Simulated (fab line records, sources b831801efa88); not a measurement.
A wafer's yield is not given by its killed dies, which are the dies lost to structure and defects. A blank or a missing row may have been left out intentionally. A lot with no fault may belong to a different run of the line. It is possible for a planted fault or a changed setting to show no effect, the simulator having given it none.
Problem report, 8D (eight disciplines) form, completed by code || flow gf180mcu || the parts of the form that need people (team, actions taken, sign-off) are left out

== 1. THE ISSUE ==
At GF_M4_METAL_ETCH_16, rfFwdPowerW averages 922.3 W over 6 wafers from 2 lots, while fault-free wafers read 794.9 W, standard deviation 3. Measured from the usual mean, that is +42 standard deviations.
The step: etches the open film in Cl2/BCl3, stops on SiO2, target depth 627.5 nm, time 104.6 s.
First seen on wafer L764.2, day 27 05:22, on rieMetal-04. The record has a number at this step for 33 wafers belonging to 11 lots. Rule for "out" (also "out of limits"): further than 4 standard deviations from the usual mean. The other wafers with a number count as sound.

== 2. WHAT IT IS, AND WHAT IT ISN'T ==
{"question": "which readings at this step", "is": "rfFwdPowerW", "is not": "biasW, drypumpMotorCurrentA, throttleValvePct"}
{"question": "which lots", "is": "L764, L767", "is not": "L753, L754, L755, L756, L757, L769, L770, L773, L775"}
{"question": "which wafers of those lots", "is": "all that have a number", "is not": "-"}
{"question": "read on which tools", "is": "rieMetal-04", "is not": "rieMetal-02, rieMetal-03"}
{"question": "when", "is": "from day 27 05:22", "is not": "up to then (15 sound wafers); but 12 sound wafers of L769, L770, L773, L775 came after"}

== 3. SUSPECTS, AND WHAT RULES EACH OUT ==
Counting: a tool at any process step up to the reading remains a suspect when it ran all the lots that are out and ran no sound lot after the first of those.
- pvdSputter-04 at GF_M4_SPUTTER_03 (material Ti, target thk 10 nm, time 6.7 s): kept. It ran every lot that is out, first L764 (day 26 08:35), and no sound lot after that; its last sound lot up to then is L755 (day 23 00:52).
- rieMetal-04 at GF_M4_METAL_ETCH_16 (etches the open film in Cl2/BCl3, stops on SiO2, target depth 627.5 nm, time 104.6 s): ruled out as a lasting fault. After its first lot that is out, L764 (day 27 05:22), sound lots L775 ran on it.
After counting, what remains is pvdSputter-04 at GF_M4_SPUTTER_03.

== 4. THE CAUSE (what the simulator had put in) ==
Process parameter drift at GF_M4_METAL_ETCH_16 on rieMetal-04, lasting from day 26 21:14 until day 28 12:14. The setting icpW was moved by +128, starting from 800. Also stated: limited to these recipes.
Counting ruled it out, wrongly.

== 5. THE CHAIN OF EFFECTS, in route order ==
One row per reading whose mean, taken over the struck wafers that have a number, lies over 3 standard deviations from the usual. Only readings whose record carries a usual standard deviation are examined. hours: median over the lots of the time between each lot's start at the first step of this table that gives one and its start at this step. sigmas: the change, counted in usual standard deviations.
{"hours": 0, "step": "GF_M4_METAL_ETCH_16", "reading": "rfFwdPowerW", "usual": "794.9 W", "on struck wafers": 922.3, "change": "+127.4", "sigmas": "+42"}
{"hours": 0, "step": "GF_M4_STRIP_17", "reading": "stripTimeToEndpointS", "usual": "7.88 s", "on struck wafers": 7.53, "change": -0.35, "sigmas": -10}
It contains these process steps:
- GF_M4_METAL_ETCH_16: etches the open film in Cl2/BCl3, stops on SiO2, target depth 627.5 nm, time 104.6 s.
- GF_M4_STRIP_17: strips in O2/N2.

== 6. WHAT WOULD HAVE CAUGHT IT SOONER ==
The fault began at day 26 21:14; the first out-of-limits reading in this record came at day 27 05:22, 8 hours later.
